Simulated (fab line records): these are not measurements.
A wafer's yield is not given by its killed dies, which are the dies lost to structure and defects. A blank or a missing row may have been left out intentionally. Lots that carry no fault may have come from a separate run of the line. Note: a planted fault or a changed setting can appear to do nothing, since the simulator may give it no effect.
fab line records + flow sky130 + part 2 of 2: steps 43 to 43 of 43
record:
- lots: 6
- wafers: 18
- lastDay: 50
route steps=708 shown VIA2@525 METAL3@532 CAPM@537 PAD_OPEN@708
lots that met no fault: from a run of the same line without faults
startH: hours from the record's opening day to when the first of the lot's shown wafers began + waitH: hours since the lot's step before + " repeats the value in the row above + L1.1+2: several wafers, shown together as one row + - no value present, or no start provided + * or withheld: withheld + < > ~ a bound
route shown NAME@n: a module of which the file shows steps, and the number in the route of the first + usual: average and standard deviation across the fault-free wafers + same: alike in all rows + chamber/n: place in a boat + sites: readings site by site + _std_site: the values' standard deviation + _edge_site: inner sites' mean taken away from outer sites' mean + radiusMm: for every site, how far away it sits from the centre of the wafer + mask NAME#n: copy n + behind: the most recent tool/chamber to have shaped the wafer + hold: the reason the lot was held/the length of the hold in hours/how it ended + device: the n, p or np transistor that did not switch + end of line: tests of these same wafers at the route's end + a step with no rows: only its recipe + killed: count of dies lost to structure and defects at first sort (not the wafer's yield) + map: per-die view of a wafer (x killed, . not killed, _ where there is no die)
set.NAME: the run value of the setting; set.NAME@STEP: its run value at that earlier step + model.NAME: the simulator's own value behind a step, which no gauge read
lots at some steps of the route; a table a step, a row a wafer
services: when a tool's chamber went out of use (startH, in hours from the record's first day, below 0 if earlier), for how many hours, and the reason
== steps ==
step: SKY_PAD_OPEN_PROBE_99
usual:
- defectLimitedYield: 82.5/1.8
- killed_at_M0_to_M3: 43/6.6
- killed_at_M4_up: 2.9/1.8
- killedAtContacts: 25/5.3
- killedAtFrontEnd: 15/4.1
- killedAtOther: 0.3/0.6
- killedDies: 86/8.8
- killedOpen: 47/6.7
- killedShort: 39/6.2
same:
- grossDies: 492
- killedAtBackSide: 0
| lot.wafer | tool      | chamber | startH  | waitH | defectLimitedYield[%] | killed_at_M0_to_M3 | killed_at_M4_up | killedAtContacts | killedAtFrontEnd | killedAtOther | killedDies | killedOpen | killedShort | model.etest.tester.sortNPass | model.etest.tester.sortYieldPct | model.etest.tester.sort_bin_5_pct | model.etest.capMim.bvV | model.etest.capMim.leakLog10ACm2 | model.etest.capMim.cFfUm2 | model.etest.tester.sort_bin_8_pct |
|-----------|-----------|---------|---------|-------|-----------------------|--------------------|-----------------|------------------|------------------|---------------|------------|------------|-------------|------------------------------|---------------------------------|-----------------------------------|------------------------|----------------------------------|---------------------------|-----------------------------------|
| L520.2    | prober-02 | -       | 1128.73 | 0.1   | 82.3                  | 45                 | 2               | 29               | 11               | 0             | 87         | 48         | 38          | 405                          | 82.32                           | 10.77                             | 13.8                   | -8.944                           | 2.388                     | 0                                 |
| L520.3    | prober-02 | -       | 1128.78 | 0.2   | 82.9                  | 47                 | 5               | 24               | 8                | 0             | 84         | 53         | 31          | 408                          | 82.93                           | 9.553                             | 13.71                  | -9.081                           | 2.332                     | 0                                 |
| L520.6    | prober-02 | -       | 1128.93 | 0.2   | 84.3                  | 40                 | 4               | 14               | 19               | 0             | 77         | 39         | 36          | 415                          | 84.35                           | 8.13                              | 14.32                  | -9.199                           | 2.291                     | 0                                 |
| L521.4    | prober-01 | -       | 1133.92 | 0.2   | 85.8                  | 38                 | 2               | 21               | 8                | 1             | 70         | 41         | 29          | 422                          | 85.77                           | 9.146                             | 14.18                  | -9.154                           | 2.252                     | 0                                 |
| L521.5    | prober-01 | -       | 1133.97 | 0.2   | 85.8                  | 36                 | 3               | 21               | 10               | 0             | 70         | 35         | 35          | 422                          | 85.77                           | 9.959                             | 13.67                  | -8.842                           | 2.369                     | 0                                 |
| L521.6    | prober-01 | -       | 1134.02 | 0.2   | 83.5                  | 48                 | 2               | 14               | 17               | 0             | 81         | 42         | 39          | 411                          | 83.54                           | 9.146                             | 13.96                  | -9.184                           | 2.325                     | 0                                 |
| L524.1    | prober-01 | -       | 1141.66 | 0.1   | 82.1                  | 37                 | 1               | 31               | 17               | 2             | 88         | 48         | 38          | 404                          | 82.11                           | 10.37                             | 14.2                   | -9.006                           | 2.345                     | 0                                 |
| L524.3    | prober-01 | -       | 1141.76 | 0.2   | 79.5                  | 44                 | 1               | 35               | 21               | 0             | 101        | 62         | 38          | 391                          | 79.47                           | 13.21                             | 14.24                  | -9.241                           | 2.299                     | 0                                 |
| L524.5    | prober-01 | -       | 1141.86 | 0.2   | 79.1                  | 59                 | 6               | 21               | 16               | 1             | 103        | 60         | 42          | 389                          | 79.06                           | 13.82                             | 14.14                  | -9.206                           | 2.345                     | 0                                 |
| L532.2    | prober-01 | -       | 1180.13 | 0.1   | 81.3                  | 48                 | 4               | 25               | 15               | 0             | 92         | 48         | 43          | 400                          | 81.3                            | 10.77                             | 16.66                  | -9.909                           | 1.887                     | 0                                 |
| L532.3    | prober-01 | -       | 1180.18 | 0.2   | 82.7                  | 41                 | 3               | 27               | 13               | 1             | 85         | 45         | 39          | 407                          | 82.72                           | 8.943                             | 16.99                  | -9.669                           | 1.9                       | 0                                 |
| L532.5    | prober-01 | -       | 1180.28 | 0.2   | 80.1                  | 45                 | 2               | 28               | 22               | 1             | 98         | 51         | 47          | 367                          | 74.59                           | 15.65                             | 17.22                  | -9.99                            | 1.849                     | 5.945e-05                         |
| L533.2    | prober-02 | -       | 1187.33 | 0.1   | 82.7                  | 35                 | 3               | 29               | 17               | 1             | 85         | 50         | 35          | 340                          | 69.11                           | 22.76                             | 17.8                   | -9.818                           | 1.823                     | 3.606e-06                         |
| L533.3    | prober-02 | -       | 1187.38 | 0.2   | 79.7                  | 50                 | 3               | 26               | 20               | 1             | 100        | 54         | 46          | 365                          | 74.19                           | 18.09                             | 17.77                  | -9.888                           | 1.859                     | 1.814e-09                         |
| L533.5    | prober-02 | -       | 1187.48 | 0.2   | 79.7                  | 55                 | 4               | 27               | 13               | 1             | 100        | 52         | 48          | 364                          | 73.98                           | 18.7                              | 18                     | -9.811                           | 1.855                     | 5.188e-07                         |
| L535.1    | prober-02 | -       | 1200.63 | 0.1   | 82.7                  | 44                 | 3               | 23               | 15               | 0             | 85         | 48         | 37          | 407                          | 82.72                           | 9.959                             | 13.53                  | -8.944                           | 2.442                     | 0                                 |
| L535.3    | prober-02 | -       | 1200.73 | 0.2   | 81.9                  | 43                 | 0               | 26               | 20               | 0             | 89         | 54         | 35          | 403                          | 81.91                           | 10.16                             | 13.57                  | -8.981                           | 2.394                     | 0                                 |
| L535.4    | prober-02 | -       | 1200.78 | 0.2   | 78.3                  | 56                 | 2               | 28               | 20               | 1             | 107        | 60         | 47          | 385                          | 78.25                           | 15.04                             | 13.9                   | -9.046                           | 2.283                     | 0                                 |
killed by level:class
L520.2 VIA1:geometricParticle:open=13 CONTACT:geometricParticle:open=11 LI_CONTACT:geometricParticle:open=8 METAL2:geometricParticle:short=6 VIA1:geometricParticle:short=5 VIA2:geometricParticle:short=5 VIA3:geometricParticle:open=5 LOCAL_INTERCONNECT:geometricParticle:short=4
L520.3 VIA1:geometricParticle:open=15 VIA2:geometricParticle:open=11 CONTACT:geometricParticle:open=8 VIA3:geometricParticle:open=7 LI_CONTACT:geometricParticle:open=5 FIELD_ISO:geometricParticle:short=4 CONTACT:geometricParticle:short=4 VIA1:geometricParticle:short=4
L520.6 LI_CONTACT:geometricParticle:open=7 METAL2:geometricParticle:short=7 FIELD_ISO:geometricParticle:open=6 FIELD_ISO:geometricParticle:short=6 VIA3:geometricParticle:open=6 VIA1:geometricParticle:open=5 METAL3:geometricParticle:short=5 VIA3:geometricParticle:short=5
L521.4 VIA1:geometricParticle:open=12 LI_CONTACT:geometricParticle:open=7 CONTACT:geometricParticle:open=7 VIA1:geometricParticle:short=7 VIA2:geometricParticle:open=7 POLY_GATE:geometricParticle:short=3 LOCAL_INTERCONNECT:geometricParticle:short=3 CONTACT:geometricParticle:short=3
L521.5 CONTACT:geometricParticle:open=9 CONTACT:geometricParticle:short=6 VIA1:geometricParticle:open=6 VIA2:geometricParticle:open=6 METAL1:geometricParticle:short=6 VIA3:geometricParticle:open=5 POLY_GATE:geometricParticle:short=4 METAL2:geometricParticle:short=4
L521.6 VIA1:geometricParticle:open=8 METAL2:geometricParticle:short=6 VIA2:geometricParticle:open=6 POLY_GATE:geometricParticle:short=5 POLY_GATE:geometricParticle:open=5 METAL1:geometricParticle:short=5 VIA3:geometricParticle:open=5 VIA3:geometricParticle:short=4
L524.1 VIA1:geometricParticle:open=12 CONTACT:geometricParticle:open=11 CONTACT:geometricParticle:short=8 METAL2:geometricParticle:short=7 FIELD_ISO:geometricParticle:open=5 LI_CONTACT:geometricParticle:open=5 LOCAL_INTERCONNECT:geometricParticle:short=5 METAL1:geometricParticle:short=5
L524.3 CONTACT:geometricParticle:open=16 VIA1:geometricParticle:open=12 FIELD_ISO:geometricParticle:open=11 LOCAL_INTERCONNECT:geometricParticle:short=7 VIA2:geometricParticle:open=7 LI_CONTACT:geometricParticle:open=6 VIA3:geometricParticle:open=6 METAL1:geometricParticle:short=5
L524.5 VIA1:geometricParticle:open=21 VIA3:geometricParticle:open=10 CONTACT:geometricParticle:open=9 CONTACT:geometricParticle:short=6 VIA2:geometricParticle:open=6 FIELD_ISO:geometricParticle:short=5 METAL3:geometricParticle:short=5 METAL4:geometricParticle:short=4
L532.2 VIA1:geometricParticle:open=13 LI_CONTACT:geometricParticle:open=10 METAL1:geometricParticle:short=9 METAL2:geometricParticle:short=6 CONTACT:geometricParticle:open=6 VIA3:geometricParticle:open=6 FIELD_ISO:geometricParticle:open=5 POLY_GATE:geometricParticle:open=4
L532.3 LI_CONTACT:geometricParticle:open=9 VIA1:geometricParticle:open=9 VIA1:geometricParticle:short=7 CONTACT:geometricParticle:open=7 VIA3:geometricParticle:open=5 POLY_GATE:geometricParticle:open=4 LOCAL_INTERCONNECT:geometricParticle:short=4 CONTACT:geometricParticle:short=4
L532.5 CONTACT:geometricParticle:open=13 VIA1:geometricParticle:open=8 METAL2:geometricParticle:short=7 FIELD_ISO:geometricParticle:open=6 VIA3:geometricParticle:open=6 METAL1:geometricParticle:short=6 FIELD_ISO:geometricParticle:short=5 VIA2:geometricParticle:open=5
L533.2 CONTACT:geometricParticle:open=13 VIA3:geometricParticle:open=7 VIA1:geometricParticle:open=7 CONTACT:geometricParticle:short=7 LI_CONTACT:geometricParticle:open=6 POLY_GATE:geometricParticle:short=4 POLY_GATE:geometricParticle:open=4 VIA1:geometricParticle:short=4
L533.3 CONTACT:geometricParticle:open=9 VIA1:geometricParticle:open=9 FIELD_ISO:geometricParticle:short=8 LI_CONTACT:geometricParticle:open=8 VIA1:geometricParticle:short=7 FIELD_ISO:geometricParticle:open=6 VIA3:geometricParticle:short=6 VIA3:geometricParticle:open=6
L533.5 VIA2:geometricParticle:open=10 VIA1:geometricParticle:open=10 LI_CONTACT:geometricParticle:open=9 METAL2:geometricParticle:short=7 LOCAL_INTERCONNECT:geometricParticle:short=5 CONTACT:geometricParticle:open=5 CONTACT:geometricParticle:short=5 VIA2:geometricParticle:short=5
L535.1 VIA1:geometricParticle:open=12 VIA3:geometricParticle:open=10 CONTACT:geometricParticle:short=7 LOCAL_INTERCONNECT:geometricParticle:short=6 CONTACT:geometricParticle:open=6 FIELD_ISO:geometricParticle:open=4 LI_CONTACT:geometricParticle:open=4 VIA1:geometricParticle:short=4
L535.3 CONTACT:geometricParticle:open=12 METAL1:geometricParticle:short=11 VIA1:geometricParticle:open=8 POLY_GATE:geometricParticle:open=7 LI_CONTACT:geometricParticle:open=7 FIELD_ISO:geometricParticle:open=5 VIA3:geometricParticle:open=5 CONTACT:geometricParticle:short=4
L535.4 CONTACT:geometricParticle:open=14 VIA1:geometricParticle:open=12 METAL2:geometricParticle:short=11 VIA3:geometricParticle:open=10 VIA1:geometricParticle:short=7 METAL1:geometricParticle:short=7 LOCAL_INTERCONNECT:geometricParticle:short=6 FIELD_ISO:geometricParticle:open=5
== services ==
| tool           | chamber | startH  | hours | kind   |
|----------------|---------|---------|-------|--------|
| cmp-02         | -       | 897.45  | 2.5   | repair |
| cvdW-02        | 1       | 900.02  | 12.1  | repair |
| cmp-02         | -       | 903.28  | 4.3   | repair |
| cvdW-01        | -       | 904.00  | 14.0  | pm     |
| pvdSputter-03  | -       | 905.76  | 5.1   | repair |
| rieDiel-02     | 3       | 924.14  | 17.2  | repair |
| cmp-02         | -       | 924.80  | 4.7   | pm     |
| cvdW-02        | -       | 930.87  | 1.4   | repair |
| plasmaAsher-01 | -       | 941.58  | 20.4  | repair |
| cmp-02         | -       | 953.36  | 2.3   | repair |
| cvdW-01        | -       | 956.95  | 1.1   | repair |
| pecvd-03       | 2       | 959.36  | 44.9  | repair |
| rieDiel-02     | 1       | 959.73  | 44.3  | repair |
| rieDiel-02     | -       | 960.61  | 0.4   | repair |
| rieDiel-02     | -       | 966.72  | 0.3   | repair |
| cvdW-02        | 1       | 978.08  | 4.3   | repair |
| cmp-02         | -       | 978.12  | 1.3   | repair |
| pecvd-03       | 0       | 986.88  | 4.3   | repair |
| pecvd-03       | 1       | 990.47  | 20.8  | repair |
| cvdW-01        | -       | 990.96  | 6.9   | pm     |
| cvdW-02        | -       | 999.65  | 14.6  | pm     |
| rieDiel-02     | 3       | 1022.15 | 41.1  | repair |
| cmp-02         | -       | 1028.38 | 52.1  | repair |
| rieDiel-02     | 1       | 1058.58 | 5.4   | repair |
== key ==
firstSign:
- step: SKY_CAPM_THK_MEAS_01
- reading: visit
- direction: added
effect:
- step: SKY_CAPM_THK_MEAS_01
- reading: CAPM_CVD_00_THK
- direction: up
- sigmas: 11
- usual: 15.4
- struck: 19.5
effect:
- step: SKY_METAL3_ETCH_17
- reading: oesProductAu
- direction: up
- sigmas: 10
- usual: 0.752
- struck: 0.851
modelEffect:
- step: SKY_CAPM_CVD_00
- value: SiO2_of_CAPM_CVD_00.thkNm
- without: 15.64
- struck: 19.47
modelEffect:
- step: SKY_PAD_OPEN_PROBE_99
- value: etest.tester.sortNPass
- without: 398.7
- struck: 373.8
metAt SKY_CAPM_CVD_00
struckWafers L532.2,L532.3,L532.5,L533.2,L533.3,L533.5
onsetBetween 918.92 985.26
fault:
- kind: processParameterDrift
- tool: pecvd-03
- chamber: -
- onsetH: 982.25
- steps: SKY_CAPM_CVD_00
- channel: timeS
- offset: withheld
- shape: step
- endH: 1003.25
- actsIn: *
